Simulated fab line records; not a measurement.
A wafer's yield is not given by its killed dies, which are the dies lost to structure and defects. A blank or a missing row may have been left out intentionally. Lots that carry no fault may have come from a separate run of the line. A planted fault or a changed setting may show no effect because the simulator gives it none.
Comparing a struck lot with a sound one | flow gf180mcu | 14 steps out of a route of 602
Sound: the wafers L326.4, L326.5, L326.6. Wafers struck: L320.1, L320.2, L320.4. The cause is given at the end.
At each step with rows: each side's tool, then ch and its chambers, then its first start. Under that, the readings that differ: sound wafers | struck wafers | difference of the means | sigmas: that difference in standard deviations of wafers without a fault.
alike: same words and numbers on both sides, and readings whose means sit less than 2 such deviations apart. not compared: any withheld reading, any reading some wafer has no value for, any bound like >300 that may hide the same value, and any number with overlapping values for which the record gives no deviation.
Wherever a step has rows on one side only, a row that says differs or no value, or a row with sigmas, the two part there. When numbers do not overlap yet have no deviation, they are printed without sigmas and do not part them. A reading missing from all wafers of one side parts the sides only when that side holds two or more wafers.

first, 1 step without rows for these wafers: GF_LVPWELL_DEVELOP_06 (develop time 60 s).
GF_LVPWELL_OVL_MEAS_07:
  sound on overlay-02, day 7 15:11; struck on overlay-02, day 6 04:13
  alike: LVPWELL_OVL
then, 2 steps without rows for these wafers: GF_LVPWELL_IMPLANT_08; GF_LVPWELL_IMPLANT_09.
GF_LVPWELL_STRIP_10: strips in O2/N2.
  sound on plasma_asher-04 ch 0,1, day 7 15:32; struck on plasma_asher-02 ch 0,1, day 6 04:34
  alike: chamber_pressure_mTorr, drypump_motor_current_A, heater_power_w, oes_product_au, strip_time_to_endpoint_s
  not compared: rf_hours_counter_h
GF_LVPWELL_TW_MEAS_11:
  sound on film_metro-04, day 7 15:38; struck on film_metro-04, day 6 04:40
  alike: LVPWELL_TW
then, 6 steps without rows for these wafers: GF_MVSD_DEHYDRATE_00 (time 60 s); GF_MVSD_HMDS_01 (prime time 60 s); GF_MVSD_COAT_02 (resist thk 3000 nm); GF_MVSD_SOFTBAKE_03; GF_MVSD_EXPOSE_04 (exposes mask MVSD, target cd 1000 nm); GF_MVSD_PEB_05.
GF_MVSD_DEVELOP_06: develop time 61.22 s.
  struck on litho_track-02, day 6 19:00; sound on litho_track-03 ch 0, day 8 07:00
  no value came back on the struck wafers for chill_plate_temp_C (C), develop_time_s (s); on the sound wafers chill_plate_temp_C (C) reads 22.99 23.00 22.95
GF_MVSD_OVL_MEAS_07:
  sound on overlay-02, day 8 07:47; struck on overlay-01, day 6 19:32
  reading       | sound          | struck | difference                    | sigmas
  MVSD_OVL (nm) | -0.7 -0.9 -1.1 | - - -  | no value on the struck wafers |

== WHERE THEY PART ==
Earliest at GF_MVSD_DEVELOP_06; latest, in this record, at GF_MVSD_OVL_MEAS_07.

WHY: the cause the simulator had injected
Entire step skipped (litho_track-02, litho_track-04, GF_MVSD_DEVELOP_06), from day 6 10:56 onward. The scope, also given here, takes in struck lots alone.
